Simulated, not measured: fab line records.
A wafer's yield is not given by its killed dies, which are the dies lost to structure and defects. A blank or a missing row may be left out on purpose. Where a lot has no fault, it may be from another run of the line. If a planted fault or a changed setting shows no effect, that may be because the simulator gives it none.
Split-lot trial    flow sky130    23 wafers read across 5 lots, on a route 708 steps long

ABOUT THE SPLIT
At SKY_POLY_GATE_CVD_03 (deposits Si3N4 from DCS/NH3, target thk 75 nm, time 1290 s), the setting pressureMtorr was moved away from the recipe's 250 mTorr on 20 of the 23 wafers read, by -14.2% to +10.8%. This setting was run at the recipe's value on the other wafers.

The reading comes from the split's own step.

THE READING
Si3N4_of_POLY_GATE_CVD_03.thkNm (the simulator's own value, which no gauge read), in nm, at SKY_POLY_GATE_CVD_03 (deposits Si3N4 from DCS/NH3, target thk 75 nm, time 1290 s). There is no usual value for it anywhere in the file. Average 74.98 nm, standard deviation 0.45 nm, over the 3 wafers here run with the recipe.

wafer   tool, chamber at the split  pressureMtorr as run, mTorr  against the recipe  Si3N4_of_POLY_GATE_CVD_03.thkNm, nm  against lot-mates on the recipe
L074.1  -, -                        276.9                        +10.8%              76.73                                no lot-mate on the recipe
L074.2  -, -                        276.9                        +10.8%              77.03                                no lot-mate on the recipe
L074.4  -, -                        276.9                        +10.8%              77                                   no lot-mate on the recipe
L074.5  -, -                        276.9                        +10.8%              77.19                                no lot-mate on the recipe
L074.6  -, -                        276.9                        +10.8%              76.17                                no lot-mate on the recipe
L077.1  -, -                        235.9                        -5.6%               74.99                                no lot-mate on the recipe
L077.2  -, -                        235.9                        -5.6%               74.59                                no lot-mate on the recipe
L077.3  -, -                        235.9                        -5.6%               74.28                                no lot-mate on the recipe
L077.4  -, -                        235.9                        -5.6%               74.85                                no lot-mate on the recipe
L077.6  -, -                        235.9                        -5.6%               74.77                                no lot-mate on the recipe
L081.1  -, -                        227.1                        -9.2%               71.66                                no lot-mate on the recipe
L081.2  -, -                        227.1                        -9.2%               72.14                                no lot-mate on the recipe
L081.4  -, -                        227.1                        -9.2%               72.29                                no lot-mate on the recipe
L081.5  -, -                        227.1                        -9.2%               72.16                                no lot-mate on the recipe
L081.6  -, -                        227.1                        -9.2%               72.76                                no lot-mate on the recipe
L083.4  lpcvd-02, 1                 250                          recipe              74.52                                -
L083.5  lpcvd-02, 1                 250                          recipe              74.83                                -
L083.6  lpcvd-02, 1                 250                          recipe              75.59                                -
L085.1  -, -                        214.4                        -14.2%              71.71                                no lot-mate on the recipe
L085.2  -, -                        214.4                        -14.2%              71.53                                no lot-mate on the recipe
L085.3  -, -                        214.4                        -14.2%              72.12                                no lot-mate on the recipe
L085.4  -, -                        214.4                        -14.2%              71.48                                no lot-mate on the recipe
L085.6  -, -                        214.4                        -14.2%              71.54                                no lot-mate on the recipe

THE FIT
A straight line over all 23 wafers: Si3N4_of_POLY_GATE_CVD_03.thkNm changes by +0.21 nm for each +1% of pressureMtorr; r = +0.94; the points scatter about the line by 0.72 nm.
Too few moved wafers have a lot-mate on the recipe to fit a line with each lot's own level taken away.

FILE'S OWN FIT
Si3N4_of_POLY_GATE_CVD_03.thkNm changes by +0.21 nm for each +1% of pressureMtorr, r = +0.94.
